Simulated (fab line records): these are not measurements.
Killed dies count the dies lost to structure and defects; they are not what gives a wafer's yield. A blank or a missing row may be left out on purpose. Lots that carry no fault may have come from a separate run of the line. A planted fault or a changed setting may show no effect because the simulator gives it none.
fab line records	flow sfq_line
[record] lots = 5	wafers = 15	last_day = 91
route steps=325 shown I3@136 M4@148
lots with no fault: from the same line, run without faults
start_h: hours from the record's opening day to when the first of the lot's shown wafers began	wait_h: time in hours since the lot's previous step	" as in the row above	L1.1+2: a single row standing in for several wafers	- no value, or no start was given	* or withheld: withheld	< > ~ a bound
route shown NAME@n: names a module that has steps shown in the file, with the first one's number in the route	usual: the fault-free wafers' mean and standard deviation	same: alike in all rows	chamber/n: place in a boat	sites: each site's reading	_std_site: standard deviation across them	_edge_site: inner sites' mean taken away from outer sites' mean	radius_mm: for every site, how far away it sits from the centre of the wafer	mask NAME#n: copy n	behind: the last tool/chamber to shape the wafer	hold: why the lot was held/for how many hours/how that ended	device: the n, p or np transistor that did not switch	end of line: at the end of the route, the tests of the same wafers	for a step that has no rows: nothing shown but its recipe	killed: dies lost to structure and defects at the first sort, not the wafer's yield	map: per-die view of a wafer (x killed, . not killed, _ where there is no die)
set.NAME: the setting that was run; set.NAME@STEP: the one run at that earlier step	model.NAME: the simulator's own value behind a step, which no gauge read
lots seen at some steps along the route; tables by step, rows by wafer
services: a tool's chamber out of use, with start hour (start_h, from the record's first day; less than 0 if before it), hours out, and reason
[[steps]]
[step SFQ_TRILAYER_I3_METRO_MEASURE_083]
[usual] thk_nm = 199.4/1.3
lot.wafer	tool	chamber	start_h	wait_h	thk_nm
L077.2	film_metro-01	-	906.47	0.3	196.9
L077.3	"	-	"	"	199.7
L077.6	"	-	"	"	199.9
L078.3	film_metro-03	-	912.61	0.5	200.4
L078.4	"	-	"	"	200.8
L078.5	"	-	"	"	202.0
L083.2	film_metro-01	-	964.41	0.3	199.8
L083.4	"	-	"	"	201.3
L083.6	"	-	"	"	202.6
L084.2	film_metro-01	-	988.43	0.3	198.3
L084.3	"	-	"	"	201.3
L084.4	"	-	"	"	198.3
L097.2	film_metro-01	-	1076.52	0.3	200.3
L097.3	"	-	"	"	201.9
L097.4	"	-	"	"	200.1
[step SFQ_TRILAYER_I3_VIA_LITHO_COAT_090]
[recipe] resist = BARC	spin_rpm = 3000	resist_thk_nm = 62
lot.wafer	tool	chamber	start_h	wait_h
L077.2+3+6	litho_track-04	0	907.52	0.8
L078.3+4+5	litho_track-02	0	913.51	0.7
L083.2+4+6	litho_track-01	0	965.46	0.8
L084.2+3+4	litho_track-01	0	989.48	0.8
L097.2+3+4	litho_track-02	0	1077.57	0.8
[step SFQ_TRILAYER_I3_VIA_LITHO_COAT_085]
[recipe] resist = KrF	spin_rpm = 3000	resist_thk_nm = 650
lot.wafer	tool	chamber	start_h	wait_h
L077.2+3+6	litho_track-04	0	907.82	0.2
L078.3+4+5	litho_track-02	0	913.81	0.2
L083.2+4+6	litho_track-01	0	965.76	0.2
L084.2+3+4	litho_track-01	0	989.78	0.2
L097.2+3+4	litho_track-02	0	1077.87	0.2
[step SFQ_TRILAYER_I3_VIA_LITHO_SOFTBAKE_089]
[recipe] temp_c = withheld	time_s = withheld	resist = KrF
lot.wafer	tool	chamber	start_h	wait_h
L077.2+3+6	litho_track-04	0	908.10	0.2
L078.3+4+5	litho_track-02	0	914.06	0.2
L083.2+4+6	litho_track-01	0	966.03	0.2
L084.2+3+4	litho_track-01	0	990.05	0.2
L097.2+3+4	litho_track-02	0	1078.14	0.2
[step SFQ_TRILAYER_I3_VIA_LITHO_EXPOSE_086]
[recipe] mask_id = I3	na = 0.6	source_shape = conventional	sigma_outer = 0.65	target_cd_nm = 500	dose_mj = 21.3
[usual] focus_offset_nm = 0.0/0.55
lot.wafer	tool	chamber	start_h	wait_h	mask	focus_offset_nm
L077.2	krf_scanner-02	0	1038.51	-	I3#0	0.0
L077.3	"	0	"	"	I3#0	0.4
L077.6	"	0	"	"	I3#0	-0.3
L078.3	krf_scanner-02	0	1043.51	-	I3#0	1.4
L078.4	"	0	"	"	I3#0	-0.7
L078.5	"	0	"	"	I3#0	-1.2
L083.2	krf_scanner-02	0	1094.91	-	I3#0	-0.6
L083.4	"	0	"	"	I3#0	0.6
L083.6	"	0	"	"	I3#0	-0.1
L084.2	krf_scanner-02	0	1126.11	-	I3#0	1.5
L084.3	"	0	"	"	I3#0	-0.3
L084.4	"	0	"	"	I3#0	-0.3
L097.2	krf_scanner-01	0	1220.47	-	I3#0	0.2
L097.3	"	0	"	"	I3#0	-0.4
L097.4	"	0	"	"	I3#0	0.0
[step SFQ_TRILAYER_I3_VIA_LITHO_PEB_088]
[recipe] peb_temp_c = 115	peb_time_s = 60	resist = KrF
lot.wafer	tool	chamber	start_h	wait_h
L077.2+3+6	litho_track-04	0	1039.53	0.8
L078.3+4+5	litho_track-01	0	1044.36	0.7
L083.2+4+6	litho_track-02	0	1095.93	0.8
L084.2+3+4	litho_track-04	0	1127.13	0.8
L097.2+3+4	litho_track-01	0	1221.50	0.8
[step SFQ_TRILAYER_I3_VIA_LITHO_DEVELOP_087]
[recipe] time_s = 60	resist = KrF
lot.wafer	tool	chamber	start_h	wait_h
L077.2+3+6	litho_track-04	0	1039.68	0.1
L078.3+4+5	litho_track-01	0	1044.51	0.1
L083.2+4+6	litho_track-02	0	1096.08	0.1
L084.2+3+4	litho_track-04	0	1127.28	0.1
L097.2+3+4	litho_track-01	0	1221.65	0.1
[step SFQ_I3_OVL_MEAS_923]
[usual] I3_OVL = 1/3.6
lot.wafer	tool	chamber	start_h	wait_h	I3_OVL[nm]
L077.2	overlay-01	-	1039.82	0.1	1
L077.3	"	-	"	"	1
L077.6	"	-	"	"	1
L078.3	overlay-01	-	1044.62	0.1	-4
L078.4	"	-	"	"	3
L078.5	"	-	"	"	1
L083.2	overlay-02	-	1096.22	0.1	7
L083.4	"	-	"	"	-2
L083.6	"	-	"	"	1
L084.2	overlay-01	-	1127.42	0.1	3
L084.3	"	-	"	"	0
L084.4	"	-	"	"	0
L097.2	overlay-02	-	1221.78	0.1	6
L097.3	"	-	"	"	8
L097.4	"	-	"	"	6
[step SFQ_TRILAYER_I3_VIA_BARC_OPEN_VIA_ETCH_121]
[recipe] mask_material = PR	chemistry = O2	target_depth_nm = 125	target = BARC	source_w = 500	bias_w = 80	pressure_mtorr = 30	time_s = 41.7
[usual] drypump_motor_current_A = 5.9/0.43	oes_product_au = 0.685/0.0041
lot.wafer	tool	chamber	start_h	wait_h	drypump_motor_current_A	oes_product_au	rf_hours_counter_h
L077.2	rie_diel-03	0	1039.85	0.0	6.5	0.677	6
L077.3	"	3	"	"	5.8	0.682	14
L077.6	"	1	"	"	6.0	0.678	-
L078.3	rie_diel-02	0	1044.65	0.0	5.1	0.684	17
L078.4	"	3	"	"	6.0	0.687	11
L078.5	"	3	"	"	6.0	0.684	-
L083.2	rie_diel-02	0	1096.25	0.0	5.1	0.683	18
L083.4	"	2	"	"	6.5	0.681	10
L083.6	"	2	"	"	6.5	0.683	-
L084.2	rie_diel-04	1	1127.45	0.0	6.0	0.691	3
L084.3	"	2	"	"	6.0	0.679	9
L084.4	"	3	"	"	5.3	0.681	13
L097.2	rie_diel-02	0	1221.81	0.0	5.1	0.686	1
L097.3	"	1	"	"	5.7	0.692	4
L097.4	"	2	"	"	6.5	0.693	12
[step SFQ_TRILAYER_I3_VIA_ETCH_VIA_ETCH_088]
[recipe] target = SiO2	stop_on = Nb	mask_material = PR	taper_deg = 20	chemistry = CHF3	target_depth_nm = 260	source_w = 500	bias_w = 80	pressure_mtorr = 30	time_s = withheld
[usual] drypump_motor_current_A = 5.9/0.42	oes_product_au = 0.854/0.0052
lot.wafer	tool	chamber	start_h	wait_h	drypump_motor_current_A	oes_product_au
L077.2	rie_diel-03	0	1039.89	0.0	6.5	0.848
L077.3	"	3	"	"	5.7	0.856
L077.6	"	1	"	"	6.0	0.858
L078.3	rie_diel-02	0	1044.69	0.0	5.1	0.858
L078.4	"	3	"	"	6.0	0.850
L078.5	"	3	"	"	6.0	0.860
L083.2	rie_diel-02	0	1096.29	0.0	5.1	0.861
L083.4	"	2	"	"	6.5	0.873
L083.6	"	2	"	"	6.5	0.860
L084.2	rie_diel-04	1	1127.49	0.0	6.0	0.843
L084.3	"	2	"	"	6.0	0.851
L084.4	"	3	"	"	5.3	0.846
L097.2	rie_diel-02	0	1221.85	0.0	5.1	0.852
L097.3	"	1	"	"	5.7	0.860
L097.4	"	2	"	"	6.5	0.850
[step SFQ_TRILAYER_I3_VIA_STRIP_STRIP_089]
[recipe] gas = O2	power_w = 200	platen_temp_c = 40	overash_fraction = 0.65	chemistry = O2	pressure_mtorr = 50
[usual] drypump_motor_current_A = 5.5/0.52	oes_product_au = 0.997/0.0095	platen_temp_c = 39.98/0.1
lot.wafer	tool	chamber	start_h	wait_h	drypump_motor_current_A	oes_product_au	platen_temp_c	rf_hours_counter_h
L077.2	rie_metal-03	1	1040.00	-	6.2	1.004	40.04	18
L077.3	"	0	"	"	4.9	0.995	39.94	-
L077.6	"	1	"	"	6.2	1.001	40.04	-
L078.3	rie_metal-01	1	1045.00	-	5.8	0.989	40.00	-
L078.4	"	0	"	"	6.0	1.009	39.95	-
L078.5	"	0	"	"	6.0	1.002	40.04	-
L083.2	rie_metal-03	1	1096.40	-	6.2	1.015	39.95	25
L083.4	"	0	"	"	5.0	0.991	39.97	-
L083.6	"	1	"	"	6.2	1.012	39.95	-
L084.2	rie_metal-01	0	1127.60	-	6.0	0.991	39.92	12
L084.3	"	0	"	"	6.0	0.994	39.84	-
L084.4	"	1	"	"	5.8	0.986	39.88	-
L097.2	rie_metal-04	1	1221.96	-	4.9	0.994	39.99	37
L097.3	"	1	"	"	5.0	1.004	39.92	-
L097.4	"	0	"	"	5.4	1.010	40.24	-
[step SFQ_TRILAYER_I3_VIA_STRIP_SOLV_CLEAN_090]
[recipe] chemistry = NMP	temp_c = 70	time_s = 600
lot.wafer	tool	chamber	start_h	wait_h
L077.2+3+6	wet_bench-03	0,2,5	1040.60	0.4
L078.3+4+5	wet_bench-01	3,4,7	1045.40	0.2
L083.2+4+6	wet_bench-01	3,2,7	1097.00	0.4
L084.2+3+4	wet_bench-03	6,4,7	1128.20	0.4
L097.2+3+4	wet_bench-01	4,6,5	1222.56	0.4
[step SFQ_TRILAYER_M4_DEP_PRE_CLEAN_092]
[recipe] gas = Ar	time_s = 22.5	bias_v = 250
lot.wafer	tool	chamber	start_h	wait_h
L077.2+3+6	pvd_sputter-05	-	1040.77	0.0
L078.3+4+5	pvd_sputter-04	-	1045.57	0.0
L083.2+4+6	pvd_sputter-05	-	1097.17	0.0
L084.2+3+4	pvd_sputter-04	-	1128.37	0.0
L097.2+3+4	pvd_sputter-06	-	1222.74	0.0
[step SFQ_TRILAYER_M4_DEP_SPUTTER_091]
[recipe] material = Nb	base_pressure_pa = 1.33e-06	chamber_pressure_pa = 0.1333	substrate_temp_c = 20	resputter_cathode_voltage_v = 400	target_thk_nm = 200	power_w = 2000	time_s = 133.3
[usual] throttle_valve_pct = 30.3/1
lot.wafer	tool	chamber	start_h	wait_h	throttle_valve_pct
L077.2	pvd_sputter-05	-	1040.80	0.0	31.9
L077.3	"	-	"	"	29.6
L077.6	"	-	"	"	30.6
L078.3	pvd_sputter-04	-	1045.60	0.0	29.7
L078.4	"	-	"	"	30.1
L078.5	"	-	"	"	30.0
L083.2	pvd_sputter-05	-	1097.20	0.0	29.3
L083.4	"	-	"	"	32.1
L083.6	"	-	"	"	29.3
L084.2	pvd_sputter-04	-	1128.40	0.0	29.9
L084.3	"	-	"	"	29.6
L084.4	"	-	"	"	31.6
L097.2	pvd_sputter-06	-	1222.77	0.0	28.5
L097.3	"	-	"	"	28.5
L097.4	"	-	"	"	30.8
[step SFQ_M4_RS_MEAS_924]
[recipe] thk_meas_gauge = four-point-probe	reads = Nb_of_TRILAYER_M4_DEP_SPUTTER_091
[usual] M4_NB_RS = 0.890/0.011
lot.wafer	tool	chamber	start_h	wait_h	M4_NB_RS[ohm/sq]
L077.2	film_metro-02	-	1040.91	0.1	0.891
L077.3	"	-	"	"	0.892
L077.6	"	-	"	"	0.886
L078.3	film_metro-03	-	1045.73	0.1	0.892
L078.4	"	-	"	"	0.890
L078.5	"	-	"	"	0.892
L083.2	film_metro-03	-	1097.31	0.1	0.897
L083.4	"	-	"	"	0.893
L083.6	"	-	"	"	0.901
L084.2	film_metro-02	-	1128.51	0.1	0.887
L084.3	"	-	"	"	0.903
L084.4	"	-	"	"	0.886
L097.2	film_metro-01	-	1222.88	0.1	0.870
L097.3	"	-	"	"	0.878
L097.4	"	-	"	"	0.885
[step SFQ_TRILAYER_M4_LITHO_COAT_098]
[recipe] resist = BARC	spin_rpm = 3000	resist_thk_nm = 62
lot.wafer	tool	chamber	start_h	wait_h
L077.2+3+6	litho_track-03	0	1041.12	0.1
L078.3+4+5	litho_track-03	0	1045.97	0.1
L083.2+4+6	litho_track-04	0	1097.52	0.1
L084.2+3+4	litho_track-02	0	1128.72	0.1
L097.2+3+4	litho_track-02	0	1223.09	0.1
[step SFQ_TRILAYER_M4_LITHO_COAT_093]
[recipe] resist = KrF	spin_rpm = 2965	resist_thk_nm = 600
lot.wafer	tool	chamber	start_h	wait_h
L077.2+3+6	litho_track-03	0	1041.42	0.2
L078.3+4+5	litho_track-03	0	1046.27	0.2
L083.2+4+6	litho_track-04	0	1097.82	0.2
L084.2+3+4	litho_track-02	0	1129.02	0.2
L097.2+3+4	litho_track-02	0	1223.39	0.2
[step SFQ_TRILAYER_M4_LITHO_SOFTBAKE_097]
[recipe] temp_c = withheld	time_s = withheld	resist = KrF
lot.wafer	tool	chamber	start_h	wait_h
L077.2+3+6	litho_track-03	0	1041.70	0.2
L078.3+4+5	litho_track-03	0	1046.52	0.2
L083.2+4+6	litho_track-04	0	1098.10	0.2
L084.2+3+4	litho_track-02	0	1129.30	0.2
L097.2+3+4	litho_track-02	0	1223.66	0.2
[step SFQ_TRILAYER_M4_LITHO_EXPOSE_094]
[recipe] mask_id = M4	na = 0.6	source_shape = conventional	sigma_outer = 0.65	target_cd_nm = 500	dose_mj = 14.4
[usual] focus_offset_nm = 0.1/0.54
lot.wafer	tool	chamber	start_h	wait_h	mask	focus_offset_nm
L077.2	krf_scanner-01	0	1183.62	-	M4#0	0.0
L077.3	"	0	"	"	M4#0	-0.6
L077.6	"	0	"	"	M4#0	0.1
L078.3	krf_scanner-02	0	1189.95	-	M4#0	0.0
L078.4	"	0	"	"	M4#0	-1.3
L078.5	"	0	"	"	M4#0	-0.1
L083.2	krf_scanner-01	0	1234.87	-	M4#0	0.8
L083.4	"	0	"	"	M4#0	0.2
L083.6	"	0	"	"	M4#0	0.0
L084.2	krf_scanner-01	0	1257.67	-	M4#0	-0.1
L084.3	"	0	"	"	M4#0	0.1
L084.4	"	0	"	"	M4#0	-0.2
L097.2	krf_scanner-02	0	1361.51	-	M4#0	0.9
L097.3	"	0	"	"	M4#0	0.6
L097.4	"	0	"	"	M4#0	0.6
[step SFQ_TRILAYER_M4_LITHO_PEB_096]
[recipe] peb_temp_c = 115	peb_time_s = 60	resist = KrF
lot.wafer	tool	chamber	start_h	wait_h
L077.2+3+6	litho_track-04	0	1184.65	0.8
L078.3+4+5	litho_track-03	0	1190.80	0.7
L083.2+4+6	litho_track-02	0	1235.90	0.8
L084.2+3+4	litho_track-02	0	1258.70	0.8
L097.2+3+4	litho_track-03	0	1362.54	0.8
[step SFQ_TRILAYER_M4_LITHO_DEVELOP_095]
[recipe] time_s = 60	resist = KrF
lot.wafer	tool	chamber	start_h	wait_h
L077.2+3+6	litho_track-04	0	1184.80	0.1
L078.3+4+5	litho_track-03	0	1190.95	0.1
L083.2+4+6	litho_track-02	0	1236.05	0.1
L084.2+3+4	litho_track-02	0	1258.85	0.1
L097.2+3+4	litho_track-03	0	1362.69	0.1
[step SFQ_M4_OVL_MEAS_926]
[usual] M4_OVL = 1/5.6
lot.wafer	tool	chamber	start_h	wait_h	M4_OVL[nm]
L077.2	overlay-01	-	1184.93	0.1	-4
L077.3	"	-	"	"	-6
L077.6	"	-	"	"	-5
L078.3	overlay-02	-	1191.06	0.1	11
L078.4	"	-	"	"	20
L078.5	"	-	"	"	18
L083.2	overlay-02	-	1236.18	0.1	5
L083.4	"	-	"	"	8
L083.6	"	-	"	"	7
L084.2	overlay-01	-	1258.98	0.1	-4
L084.3	"	-	"	"	-7
L084.4	"	-	"	"	-4
L097.2	overlay-01	-	1362.82	0.1	4
L097.3	"	-	"	"	8
L097.4	"	-	"	"	3
[step SFQ_TRILAYER_M4_BARC_OPEN_METAL_ETCH_123]
[recipe] mask_material = PR	chemistry = O2	target_depth_nm = 125	target = BARC	icp_w = 600	bias_w = 80	pressure_mtorr = 10	time_s = 41.7
[usual] drypump_motor_current_A = 5.4/0.47	oes_product_au = 0.685/0.0046
lot.wafer	tool	chamber	start_h	wait_h	drypump_motor_current_A	oes_product_au	rf_hours_counter_h
L077.2	rie_metal-01	1	1184.96	0.0	5.8	0.682	114
L077.3	"	1	"	"	5.8	0.685	-
L077.6	"	1	"	"	5.8	0.686	-
L078.3	rie_metal-04	1	1191.11	0.0	4.9	0.687	-
L078.4	"	0	"	"	5.4	0.687	-
L078.5	"	0	"	"	5.4	0.680	-
L083.2	rie_metal-01	0	1236.21	0.0	6.0	0.686	26
L083.4	"	0	"	"	6.0	0.687	-
L083.6	"	1	"	"	5.8	0.690	-
L084.2	rie_metal-04	0	1259.01	0.0	5.4	0.678	137
L084.3	"	0	"	"	5.4	0.685	-
L084.4	"	1	"	"	5.0	0.683	-
L097.2	rie_metal-04	0	1362.85	0.0	5.4	0.693	12
L097.3	"	0	"	"	5.4	0.688	-
L097.4	"	1	"	"	4.9	0.682	-
[[services]]
tool	chamber	start_h	hours	kind
pvd_sputter-05	-	897.39	8.5	repair
rie_metal-04	1	924.16	25.1	repair
krf_scanner-02	-	965.50	1.0	pm
krf_scanner-02	-	970.10	0.8	pm
rie_diel-02	3	991.28	4.3	repair
krf_scanner-02	-	1023.66	1.3	pm
rie_diel-02	-	1102.92	2.2	repair
rie_diel-02	1	1116.58	1.9	repair
krf_scanner-02	-	1130.37	1.2	repair
krf_scanner-02	-	1134.42	3.0	pm
krf_scanner-02	-	1137.42	1.0	pm
krf_scanner-02	-	1139.62	0.8	pm
krf_scanner-02	-	1151.22	4.0	pm
krf_scanner-02	-	1169.81	0.2	repair
rie_diel-02	-	1177.96	15.6	pm
krf_scanner-02	-	1199.15	1.3	pm
krf_scanner-02	-	1212.95	4.4	pm
krf_scanner-02	-	1225.94	0.2	repair
krf_scanner-02	-	1303.20	1.0	pm
rie_diel-02	-	1305.52	14.6	pm
krf_scanner-02	-	1307.80	0.8	pm
rie_diel-02	-	1331.60	2.8	pm
krf_scanner-02	-	1338.12	1.0	repair
krf_scanner-02	-	1356.95	0.8	repair
[[key]]
fault none
